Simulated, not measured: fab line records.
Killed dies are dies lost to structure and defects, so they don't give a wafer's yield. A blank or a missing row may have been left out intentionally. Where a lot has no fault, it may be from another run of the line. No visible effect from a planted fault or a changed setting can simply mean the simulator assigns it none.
Struck lot and sound lot, side by side / flow sky130 / 17 out of 708 route steps
Sound: these wafers, L914.1, L914.2, L914.6. Struck: wafers L905.2, L905.3, L905.5. The cause comes at the end.
At each step with rows: each side's tool, then ch and its chambers, then its first start. Under that, the readings that differ: sound wafers / struck wafers / difference of the means / sigmas: that difference in standard deviations of wafers without a fault.
alike: a reading whose means differ by less than 2 such deviations, as well as words and numbers matching on both sides. not compared: withheld readings; readings where some wafer has no value; bounds like >300 that might hide an equal value; numbers whose values overlap and for which the record gives no deviation.
A row with sigmas, a row that says differs or no value, or rows on one side alone: a step with any of these is where the two part. Numbers that don't overlap but have no deviation are shown without sigmas and don't part them. Lack of a reading on every wafer of one side parts them only where that side has two or more wafers.

SKY_LDD_HVN_OVL_MEAS_07:
  struck on overlay-01, day 24 22:34; sound on overlay-02, day 27 07:03
  alike: LDD_HVN_OVL
then, 1 step without rows for these wafers: SKY_LDD_HVN_IMPLANT_08.
SKY_LDD_HVN_STRIP_09: strips in O2/N2.
  sound on plasmaAsher-02 ch 0,1, day 27 07:14; struck on plasmaAsher-03 ch 0,1, day 24 22:44
  alike: drypumpMotorCurrentA, oesProductAu, stripTimeToEndpointS
  not compared: rfHoursCounterH
SKY_LDD_HVN_TW_MEAS_10:
  struck on filmMetro-04, day 24 22:51; sound on filmMetro-04, day 27 07:20
  alike: LDD_HVN_TW
then, 7 steps without rows for these wafers: SKY_LDD_HVP_DEHYDRATE_00 (time 60 s); SKY_LDD_HVP_HMDS_01 (prime time 60 s); SKY_LDD_HVP_COAT_02 (resist thk 300 nm); SKY_LDD_HVP_SOFTBAKE_03 (time 60 s); SKY_LDD_HVP_EXPOSE_04 (exposes mask HVPTM, target cd 700 nm); SKY_LDD_HVP_PEB_05; SKY_LDD_HVP_DEVELOP_06 (develop time 60 s).
SKY_LDD_HVP_OVL_MEAS_07:
  struck on overlay-02, day 26 04:28; sound on overlay-01, day 28 12:13
  alike: LDD_HVP_OVL
SKY_LDD_HVP_IMPLANT_08:
  sound on implanter-02 ch 0, day 28 12:15; struck on implanter-02 ch 0, day 26 04:31
reading=beamOnS (s); sound=10.31 10.03 9.88; struck=10.66 10.91 10.86; difference=+0.74; sigmas=+4
reading=endStationPressureTorr (Torr); sound=5.02e-06 5.14e-06 5.04e-06; struck=6.45e-05 6.5e-05 6.844e-05; difference=+6.09e-05; sigmas=+99 or more
reading=faradayCurrentUA; sound=93.2 95.9 96.4; struck=87.0 85.1 85.7; difference=-9.2; sigmas=-5
SKY_LDD_HVP_STRIP_09: strips in O2/N2.
  sound on plasmaAsher-01 ch 0,1, day 28 12:24; struck on plasmaAsher-01 ch 1, day 26 04:38
  alike: drypumpMotorCurrentA, oesProductAu, stripTimeToEndpointS
  not compared: rfHoursCounterH
SKY_LDD_HVP_TW_MEAS_10:
  struck on filmMetro-01, day 26 04:45; sound on filmMetro-03, day 28 12:30
reading=LDD_HVP_TW; sound=461.8 462.9 462.8; struck=469.7 469.9 471.1; difference=+7.7; sigmas=+3
then, 1 step without rows for these wafers: SKY_LDD_LDN_DEHYDRATE_00 (time 60 s).
-- a jump in the record: the struck wafers' starts before and after are 23 days apart (it breaks off in module LDD_LDN and resumes in module PAD_OPEN, where the first step shown is number 708 of the route) --
SKY_PAD_OPEN_PROBE_99:
  struck on prober-02, day 48 22:32; sound on prober-01, day 50 06:42
reading=model.etest.tip_p_5v.rsOhmSq; sound=2853 2813 2845; struck=2748 2693 2724; difference=-115; sigmas=
  alike: killed_at_M0_to_M3, killed_at_M4_up, killedAtContacts, killedAtFrontEnd, killedAtOther, killedDies, killedOpen, killedShort

## WHERE THEY PART
At SKY_LDD_HVP_IMPLANT_08 first; at SKY_LDD_HVP_TW_MEAS_10 last (within this record only). Later steps at which nothing parts them and some readings are alike: SKY_PAD_OPEN_PROBE_99.

WHY: the cause the simulator had injected
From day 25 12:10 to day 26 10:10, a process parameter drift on implanter-02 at SKY_LDD_HVP_IMPLANT_08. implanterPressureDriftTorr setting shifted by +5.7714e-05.
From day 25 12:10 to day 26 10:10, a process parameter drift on implanter-02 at SKY_LDD_HVP_IMPLANT_08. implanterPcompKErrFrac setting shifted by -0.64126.
